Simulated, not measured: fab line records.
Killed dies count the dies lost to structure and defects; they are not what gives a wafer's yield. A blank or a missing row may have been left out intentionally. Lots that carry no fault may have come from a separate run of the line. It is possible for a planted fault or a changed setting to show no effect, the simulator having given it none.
Code-filled problem report in 8D (eight disciplines) form    flow gf180mcu    the parts of the form that need people (team, actions taken, sign-off) are left out

== 1. THE ISSUE ==
V3_W_RS at GF_V3_RS_MEAS_24 reads a mean of 0.170 ohm/sq on 4 wafers of 2 lots; wafers without a fault read 0.326 ohm/sq with a standard deviation of 0.0047. That is -33 standard deviations from the usual mean.
The step: measures by four-point-probe.
The first sign was on wafer L440.2 at day 26 07:32, on filmMetro-04. The record has a number at this step for 33 wafers belonging to 11 lots. By rule, "out" or "out of limits" means more than 4 standard deviations away from the usual mean. The rest of the wafers with a number are treated as sound.

== 2. WHAT IT IS; WHAT IT IS NOT ==
question                     is                              is not
which readings at this step  V3_W_RS                         -
which lots                   L440, L445                      L429, L430, L431, L433, L434, L437, L438, L439, L449
which wafers of those lots   L440.2, L440.4, L445.2, L445.4  L440.1, L445.5
read on which gauges         filmMetro-02, filmMetro-04      filmMetro-03
when                         from day 26 07:32               up to then (25 sound wafers); but 4 sound wafers of L445, L449 came after

== 3. WHAT RULES OUT EACH SUSPECT ==
Counting: any tool at a process step up to the reading remains a suspect provided it ran every lot that is out. Sound lots after the first of them don't rule it out here, since some wafers of a struck lot are sound.
- the gauge at GF_V3_RS_MEAS_24 is ruled out. Those wafers that are out were read across 2 gauges (filmMetro-02, filmMetro-04).
- cvdW-02 at GF_V3_CVD_23 (deposits W, target thk 350 nm, time 104.9 s): kept. It processed each lot that is out (first: L440, day 26 07:25); up to then, its last sound lot is L439 (day 26 02:58).
After counting, what remains is cvdW-02 at GF_V3_CVD_23.

== 4. THE CAUSE (what the simulator had put in) ==
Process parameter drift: cvdW-02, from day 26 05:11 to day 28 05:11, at GF_V3_CVD_23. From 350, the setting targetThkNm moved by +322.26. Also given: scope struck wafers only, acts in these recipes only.
The count eliminated every tool but this one.

== 5. SEQUENCE OF EFFECTS, ordered by route ==
One row per reading whose mean, taken over the struck wafers that have a number, lies over 3 standard deviations from the usual. Only readings for which the record gives a usual standard deviation are gone through. hours: the time from each lot's start at the first step in this table that gives one to its start at this step, as a median over the lots. sigmas: the change in usual standard deviations.
hours  step              reading          usual         on struck wafers  change  sigmas
0      GF_V3_RS_MEAS_24  V3_W_RS          0.326 ohm/sq  0.170             -0.156  -33
0      GF_V3_CMP_26      timeToEndpointS  85.0 s        159.6             +74.6   +27
The process steps in it:
- GF_V3_CMP_26: polishes, stops on SiO2, t overpolish 15 s, target thk 0 nm.
Readings that are blank on the struck wafers while sound wafers have them: V3_W_THK at GF_V3_THK_MEAS_25.
Later steps that measure or inspect, where all struck wafers having a row at the step show a number for every such reading and not one has moved that far: GF_M4_RS_MEAS_05.

== 6. WHAT WOULD HAVE CAUGHT IT SOONER ==
In this record the first reading out of limits at a measuring or inspecting step was taken at day 26 07:32, 2 hours after the fault began at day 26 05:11.
Of the tool readings at GF_V3_CVD_23 for which the record gives a usual standard deviation, none was out on any struck wafer, so an alarm limit of 4 standard deviations on them would not have fired.
Among the 2 lots that are out, L445 began GF_V3_CVD_23 on cvdW-02 after day 26 07:32. Putting the tool on hold at that point would have spared it.
